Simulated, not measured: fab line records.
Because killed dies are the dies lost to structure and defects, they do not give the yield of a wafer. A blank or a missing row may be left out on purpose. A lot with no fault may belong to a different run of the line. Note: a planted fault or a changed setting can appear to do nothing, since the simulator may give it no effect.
fab line records -- flow sfq-line
record lots=13, wafers=39, last-day=81
route steps=325 shown I3@135 JJ@182 M5@204
lots that met no fault: from a run of the same line without faults
start-h: start of the lot's first displayed wafer, in hours after the record's first day -- wait-h: hours since the lot's step before -- " the same as in the row above -- L1.1+2: a single row standing in for several wafers -- - value missing, or start not given -- * or withheld: withheld -- < > ~ a bound
route shown NAME@n: a module of which the file shows steps, and the number in the route of the first -- usual: mean/standard deviation taken from wafers without a fault -- same: alike in all rows -- chamber/n: place in a boat -- sites: readings site by site -- _std_site: the standard deviation of these -- _edge_site: mean of outer sites minus mean of inner sites -- radius-mm: for every site, how far away it sits from the centre of the wafer -- mask NAME#n: copy n -- behind: the tool/chamber that last shaped the wafer -- hold: what put the lot on hold/how long, in hours/how the hold closed -- device: which transistor (n, p or np) failed to switch -- end of line: the route-end tests of the same wafers -- where a step has no rows: the recipe by itself -- killed: count of dies lost to structure and defects at first sort (not the wafer's yield) -- map: shows each die of a wafer: x if killed, . if not, _ if none is there
set.NAME: setting as actually run; set.NAME@STEP: the setting as run at that earlier step -- model.NAME: the simulator's own value behind a step, which no gauge read
route steps across a sampled set of lots; one table per step, one row per wafer
services: from which hour (start-h, from the record's first day; less than 0 if before it) a tool's chamber was out of use, for how many hours, and why
## steps
# step SFQ_I3_BOW_MEAS_922
# recipe mode=bow
# usual I3_BOW=2/8.9
lot.wafer,tool,chamber,start-h,wait-h,I3_BOW[um]
L892.4,film-metro-03,-,871.23,2.1,4
L892.5,film-metro-03,-,871.23,2.1,4
L892.6,film-metro-03,-,871.23,2.1,19
L893.3,film-metro-03,-,881.43,2.5,-2
L893.4,film-metro-03,-,881.43,2.5,-4
L893.5,film-metro-03,-,881.43,2.5,-4
L897.2,film-metro-01,-,911.41,2.5,-1
L897.5,film-metro-01,-,911.41,2.5,1
L897.6,film-metro-01,-,911.41,2.5,3
L898.1,film-metro-04,-,931.82,2.5,1
L898.2,film-metro-04,-,931.82,2.5,-1
L898.5,film-metro-04,-,931.82,2.5,9
L899.1,film-metro-03,-,945.83,1.0,-1
L899.3,film-metro-03,-,945.83,1.0,-8
L899.6,film-metro-03,-,945.83,1.0,-2
L903.1,film-metro-01,-,969.83,1.0,2
L903.2,film-metro-01,-,969.83,1.0,15
L903.4,film-metro-01,-,969.83,1.0,4
L908.4,film-metro-01,-,999.89,2.1,9
L908.5,film-metro-01,-,999.89,2.1,9
L908.6,film-metro-01,-,999.89,2.1,-7
L909.1,film-metro-04,-,1018.72,1.5,8
L909.4,film-metro-04,-,1018.72,1.5,5
L909.5,film-metro-04,-,1018.72,1.5,22
L910.1,film-metro-03,-,1021.75,1.0,1
L910.2,film-metro-03,-,1021.75,1.0,8
L910.4,film-metro-03,-,1021.75,1.0,-11
L911.2,film-metro-01,-,1031.55,1.5,7
L911.3,film-metro-01,-,1031.55,1.5,9
L911.5,film-metro-01,-,1031.55,1.5,3
L912.2,film-metro-01,-,1037.55,1.0,-6
L912.3,film-metro-01,-,1037.55,1.0,-3
L912.5,film-metro-01,-,1037.55,1.0,2
L913.3,film-metro-03,-,1168.87,2.5,3
L913.4,film-metro-03,-,1168.87,2.5,-11
L913.5,film-metro-03,-,1168.87,2.5,-5
L915.2,film-metro-04,-,1211.83,2.0,6
L915.3,film-metro-04,-,1211.83,2.0,-1
L915.6,film-metro-04,-,1211.83,2.0,1
# step SFQ_TRILAYER_JJ_TRILAYER_DEP_SPUTTER_112
# recipe material=Nb, base-pressure-pa=1.33e-06, chamber-pressure-pa=0.1333, substrate-temp-c=20, target-thk-nm=170, power-w=2000, time-s=113.3
# usual chamber-pressure-pa=0.1333/0.00026, throttle-valve-pct=30.1/0.58
lot.wafer,tool,chamber,start-h,wait-h,chamber-pressure-pa,throttle-valve-pct
L892.4,pvd-sputter-04,-,1032.80,0.0,0.13328,29.9
L892.5,pvd-sputter-04,-,1032.80,0.0,0.13334,30.5
L892.6,pvd-sputter-04,-,1032.80,0.0,0.13334,28.6
L893.3,pvd-sputter-05,-,1165.61,0.5,0.13341,29.9
L893.4,pvd-sputter-05,-,1165.61,0.5,0.13338,30.3
L893.5,pvd-sputter-05,-,1165.61,0.5,0.13352,29.8
L897.2,pvd-sputter-05,-,1181.21,0.5,0.13311,30.1
L897.5,pvd-sputter-05,-,1181.21,0.5,0.13291,30.0
L897.6,pvd-sputter-05,-,1181.21,0.5,0.13325,30.3
L898.1,pvd-sputter-03,-,1285.23,0.5,0.13304,30.2
L898.2,pvd-sputter-03,-,1285.23,0.5,0.13336,30.9
L898.5,pvd-sputter-03,-,1285.23,0.5,0.13298,29.7
L899.1,pvd-sputter-03,-,1297.23,0.5,0.13372,30.0
L899.3,pvd-sputter-03,-,1297.23,0.5,0.13333,30.5
L899.6,pvd-sputter-03,-,1297.23,0.5,0.13344,29.7
L903.1,pvd-sputter-04,-,1315.24,0.5,0.13361,29.6
L903.2,pvd-sputter-04,-,1315.24,0.5,0.13328,30.4
L903.4,pvd-sputter-04,-,1315.24,0.5,0.13308,30.6
L908.4,pvd-sputter-03,-,1354.83,0.5,0.1333,30.7
L908.5,pvd-sputter-03,-,1354.83,0.5,0.13322,29.8
L908.6,pvd-sputter-03,-,1354.83,0.5,0.13316,30.3
L909.1,pvd-sputter-04,-,1369.47,0.5,0.13323,29.9
L909.4,pvd-sputter-04,-,1369.47,0.5,0.1334,30.6
L909.5,pvd-sputter-04,-,1369.47,0.5,0.13368,30.7
L910.1,pvd-sputter-03,-,1374.24,0.5,0.13293,30.7
L910.2,pvd-sputter-03,-,1374.24,0.5,0.13318,30.3
L910.4,pvd-sputter-03,-,1374.24,0.5,0.13289,29.6
L911.2,pvd-sputter-04,-,1385.05,0.5,0.13342,28.6
L911.3,pvd-sputter-04,-,1385.05,0.5,0.13288,30.4
L911.5,pvd-sputter-04,-,1385.05,0.5,0.13323,30.3
L912.2,pvd-sputter-05,-,1386.25,0.5,0.13309,29.7
L912.3,pvd-sputter-05,-,1386.25,0.5,0.1331,31.1
L912.5,pvd-sputter-05,-,1386.25,0.5,0.13341,30.2
L913.3,pvd-sputter-04,-,1423.38,0.5,0.13363,30.0
L913.4,pvd-sputter-04,-,1423.38,0.5,0.13286,28.5
L913.5,pvd-sputter-04,-,1423.38,0.5,0.13359,29.9
L915.2,pvd-sputter-03,-,1436.71,0.5,0.13339,30.1
L915.3,pvd-sputter-03,-,1436.71,0.5,0.13331,30.4
L915.6,pvd-sputter-03,-,1436.71,0.5,0.13359,30.8
# step SFQ_M5_OVL_MEAS_932
# usual M5_OVL=0/5.9
lot.wafer,tool,chamber,start-h,wait-h,M5_OVL[nm]
L892.4,overlay-02,-,1167.24,0.1,3
L892.5,overlay-02,-,1167.24,0.1,4
L892.6,overlay-02,-,1167.24,0.1,1
L893.3,overlay-01,-,1192.54,0.1,-6
L893.4,overlay-01,-,1192.54,0.1,-1
L893.5,overlay-01,-,1192.54,0.1,4
L897.2,overlay-01,-,1197.33,0.1,4
L897.5,overlay-01,-,1197.33,0.1,3
L897.6,overlay-01,-,1197.33,0.1,3
L898.1,overlay-01,-,1292.86,0.1,0
L898.2,overlay-01,-,1292.86,0.1,-5
L898.5,overlay-01,-,1292.86,0.1,-2
L899.1,overlay-01,-,1304.87,0.1,-4
L899.3,overlay-01,-,1304.87,0.1,-2
L899.6,overlay-01,-,1304.87,0.1,0
L903.1,overlay-02,-,1342.91,0.1,2
L903.2,overlay-02,-,1342.91,0.1,-13
L903.4,overlay-02,-,1342.91,0.1,1
L908.4,overlay-02,-,1470.67,0.1,-5
L908.5,overlay-02,-,1470.67,0.1,-6
L908.6,overlay-02,-,1470.67,0.1,-3
L909.1,overlay-01,-,1508.36,0.1,9
L909.4,overlay-01,-,1508.36,0.1,8
L909.5,overlay-01,-,1508.36,0.1,13
L910.1,overlay-02,-,1509.56,0.1,-14
L910.2,overlay-02,-,1509.56,0.1,-5
L910.4,overlay-02,-,1509.56,0.1,-9
L911.2,overlay-01,-,1510.77,0.1,8
L911.3,overlay-01,-,1510.77,0.1,8
L911.5,overlay-01,-,1510.77,0.1,15
L912.2,overlay-01,-,1519.59,0.1,9
L912.3,overlay-01,-,1519.59,0.1,8
L912.5,overlay-01,-,1519.59,0.1,10
L913.3,overlay-02,-,1634.88,0.1,-12
L913.4,overlay-02,-,1634.88,0.1,-7
L913.5,overlay-02,-,1634.88,0.1,-9
L915.2,overlay-01,-,1646.87,0.1,-8
L915.3,overlay-01,-,1646.87,0.1,0
L915.6,overlay-01,-,1646.87,0.1,-4
# step SFQ_TRILAYER_M5_ETCH_METAL_ETCH_126
# recipe target=Nb, stop-on=SiO2, mask-material=PR, over-etch-frac=0.15, time-s=203.2, chemistry=Cl2/BCl3, target-depth-nm=265, icp-w=600, bias-w=80, pressure-mtorr=10
# usual drypump-motor-current-A=5.8/0.32, oes-product-au=0.728/0.0059, rf-fwd-power-W=597.5/1.8
lot.wafer,tool,chamber,start-h,wait-h,drypump-motor-current-A,oes-product-au,rf-fwd-power-W,rf-hours-counter-h
L892.4,rie-metal-01,0,1167.39,0.1,5.7,0.724,596.4,-
L892.5,rie-metal-01,1,1167.39,0.1,5.8,0.717,598.9,-
L892.6,rie-metal-01,0,1167.39,0.1,5.7,0.725,599.0,-
L893.3,rie-metal-01,1,1192.69,0.1,5.8,0.734,595.4,-
L893.4,rie-metal-01,0,1192.69,0.1,5.7,0.721,595.3,-
L893.5,rie-metal-01,1,1192.69,0.1,5.8,0.736,594.2,-
L897.2,rie-metal-01,0,1197.42,0.0,5.7,0.728,600.4,26
L897.5,rie-metal-01,0,1197.42,0.0,5.7,0.730,599.1,-
L897.6,rie-metal-01,1,1197.42,0.0,5.8,0.725,596.1,-
L898.1,rie-metal-01,1,1292.96,0.0,5.8,0.728,599.6,23
L898.2,rie-metal-01,0,1292.96,0.0,5.7,0.721,600.0,39
L898.5,rie-metal-01,1,1292.96,0.0,5.8,0.722,597.0,-
L899.1,rie-metal-04,0,1304.97,0.0,5.3,0.731,595.2,112
L899.3,rie-metal-04,1,1304.97,0.0,5.8,0.719,595.8,-
L899.6,rie-metal-04,0,1304.97,0.0,5.2,0.715,596.4,-
L903.1,rie-metal-01,0,1343.01,0.0,5.7,0.740,503.1,47
L903.2,rie-metal-01,1,1343.01,0.0,5.8,0.731,598.3,30
L903.4,rie-metal-01,1,1343.01,0.0,5.8,0.721,598.8,-
L908.4,rie-metal-02,1,1470.82,0.1,6.2,0.726,597.7,-
L908.5,rie-metal-02,1,1470.82,0.1,6.2,0.721,595.0,-
L908.6,rie-metal-02,0,1470.82,0.1,6.4,0.725,596.8,-
L909.1,rie-metal-04,1,1508.46,0.0,5.8,0.739,597.1,60
L909.4,rie-metal-04,0,1508.46,0.0,5.3,0.718,597.9,-
L909.5,rie-metal-04,0,1508.46,0.0,5.3,0.727,598.6,-
L910.1,rie-metal-02,1,1509.66,0.0,6.2,0.732,598.0,32
L910.2,rie-metal-02,0,1509.66,0.0,6.4,0.736,598.1,106
L910.4,rie-metal-02,0,1509.66,0.0,6.4,0.730,597.1,-
L911.2,rie-metal-01,0,1510.86,0.0,5.7,0.731,598.8,71
L911.3,rie-metal-01,0,1510.86,0.0,5.7,0.723,599.2,-
L911.5,rie-metal-01,0,1510.86,0.0,5.7,0.734,595.6,-
L912.2,rie-metal-01,1,1519.68,0.0,5.8,0.731,596.1,52
L912.3,rie-metal-01,1,1519.68,0.0,5.8,0.720,594.2,-
L912.5,rie-metal-01,0,1519.68,0.0,5.7,0.726,595.7,-
L913.3,rie-metal-04,0,1635.02,0.1,5.3,0.719,596.7,-
L913.4,rie-metal-04,1,1635.02,0.1,5.8,0.729,596.9,-
L913.5,rie-metal-04,1,1635.02,0.1,5.8,0.729,596.1,-
L915.2,rie-metal-01,1,1646.96,0.0,5.9,0.728,596.4,65
L915.3,rie-metal-01,1,1646.96,0.0,5.8,0.728,599.2,-
L915.6,rie-metal-01,1,1646.96,0.0,5.8,0.727,598.5,-
## services
tool,chamber,start-h,hours,kind
pvd-sputter-03,-,1022.15,4.4,repair
pvd-sputter-05,-,1061.17,1.5,repair
rie-metal-04,0,1063.51,11.8,repair
pvd-sputter-04,-,1094.16,7.4,repair
pvd-sputter-03,-,1120.68,31.9,repair
pvd-sputter-04,-,1137.24,7.1,repair
pvd-sputter-05,-,1139.89,2.8,repair
rie-metal-01,0,1154.19,8.4,repair
pvd-sputter-04,-,1173.64,4.1,repair
pvd-sputter-05,-,1290.08,0.6,repair
pvd-sputter-04,-,1301.26,4.8,repair
rie-metal-04,0,1356.73,22.2,repair
pvd-sputter-03,-,1367.87,3.0,repair
rie-metal-01,-,1399.62,1.2,repair
pvd-sputter-05,-,1408.98,6.7,repair
pvd-sputter-04,-,1410.27,3.9,repair
rie-metal-01,1,1433.67,11.6,repair
pvd-sputter-05,-,1444.33,3.9,repair
pvd-sputter-05,-,1445.45,5.9,repair
rie-metal-01,1,1448.75,8.4,repair
rie-metal-04,0,1522.88,26.9,repair
rie-metal-04,-,1526.55,2.8,pm
pvd-sputter-04,-,1576.80,8.2,repair
rie-metal-01,-,1611.24,4.3,pm
## key
first-sign step=SFQ_TRILAYER_M5_ETCH_METAL_ETCH_126, reading=rf-fwd-power-W, direction=down, sigmas=54, usual=597.5, struck=503.1
effect none on later readings
met-at SFQ_TRILAYER_M5_ETCH_METAL_ETCH_126
struck-lots L903
struck-wafers L903.1
not-acting-at SFQ_I3_BOW_MEAS_922,SFQ_TRILAYER_JJ_TRILAYER_DEP_SPUTTER_112,SFQ_M5_OVL_MEAS_932
onset-between 1292.96 1343.01
fault kind=process-parameter-drift, tool=rie-metal-01, chamber=0, onset-h=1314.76, steps=SFQ_TRILAYER_M5_ETCH_METAL_ETCH_126, channel=icp-w, offset=-96, shape=step, end-h=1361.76, acts-in=these-recipes-only, stated=600
